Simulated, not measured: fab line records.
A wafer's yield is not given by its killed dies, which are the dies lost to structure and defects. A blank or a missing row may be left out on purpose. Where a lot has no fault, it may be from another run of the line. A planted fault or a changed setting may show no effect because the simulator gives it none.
Chamber matching | flow gf180mcu | cmp-01 running GF_V4_CMP_04: 4 sister chambers
The step polishes SiO2. 16 wafers are shown with their chamber, then 8 later ones without.

WAFERS WITH THEIR CHAMBER
wafer  | chamber | motorCurrentA (A) | edgeZonePressureFrac | timeToEndpointS (s)
L476.1 | 3       | 13.6              | 0.997                | 92
L476.3 | 2       | 11.3              | 0.998                | 81
L476.6 | 1       | 16.0              | 1.003                | 92
L478.1 | 2       | 11.7              | 1.001                | 79
L478.2 | 0       | 11.6              | 1.003                | 82
L478.3 | 1       | 15.8              | 0.999                | 83
L482.2 | 1       | 16.1              | 1.005                | 83
L482.3 | 0       | 11.9              | 1.003                | 85
L482.5 | 1       | 15.8              | 1.003                | 85
L486.1 | 3       | 14.2              | 0.996                | 85
L486.2 | 0       | 11.9              | 1.002                | 80
L486.4 | 2       | 11.7              | 0.997                | 78
L488.3 | 1       | 15.7              | 1.004                | 81
L488.5 | 0       | 12.7              | 1.004                | 91
L488.6 | 3       | 13.5              | 0.997                | 81
L489.1 | 2       | 11.7              | 0.999                | 83

SIGNATURES (means of the wafers above)
reading              | chamber 0 | chamber 1 | chamber 2 | chamber 3 | scatter within a chamber
motorCurrentA        | 12.025    | 15.880    | 11.600    | 13.767    | 0.314
edgeZonePressureFrac | 1.00300   | 1.00280   | 0.99875   | 0.99667   | 0.00164
timeToEndpointS      | 84.50     | 84.80     | 80.25     | 86.00     | 4.27
Rule: for each reading, subtract the chamber's mean from the wafer's reading, divide by that reading's scatter and square the result; add these up over the readings and take the root, which gives the wafer's distance from the chamber. The wafer belongs to the nearest chamber; if the next one is less than 2 further off, it can't be placed. The scatter: the root of (the sum of the squares of (reading less its chamber's mean) over the shown wafers, divided by (wafers less chambers)).

WAFERS WITHOUT THEIR CHAMBER
wafer  | motorCurrentA (A) | edgeZonePressureFrac | timeToEndpointS (s)
L489.3 | 12.7              | 0.998                | 84
L489.6 | 11.3              | 1.006                | 87
L491.2 | 15.7              | 0.995                | 81
L491.3 | 12.2              | 0.995                | 78
L491.4 | 12.1              | 0.997                | 91
L499.1 | 16.1              | 1.002                | 83
L499.5 | 11.6              | 1.003                | 88
L499.6 | 15.8              | 0.999                | 90

WHICH CHAMBER EACH ONE RAN IN
wafer  | from the rows above          | in truth
L489.3 | can't be placed: 3 or 2 or 0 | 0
L489.6 | can't be placed: 0 or 2      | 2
L491.2 | can't be placed: 1 or 3      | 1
L491.3 | 2                            | 2
L491.4 | can't be placed: 2 or 0      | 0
L499.1 | 1                            | 1
L499.5 | can't be placed: 0 or 2      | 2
L499.6 | 1                            | 1
Correctly placed: 3 of 8. These rows do not allow placing 5 (true chamber among the candidates in 5). Wrongly placed: 0.
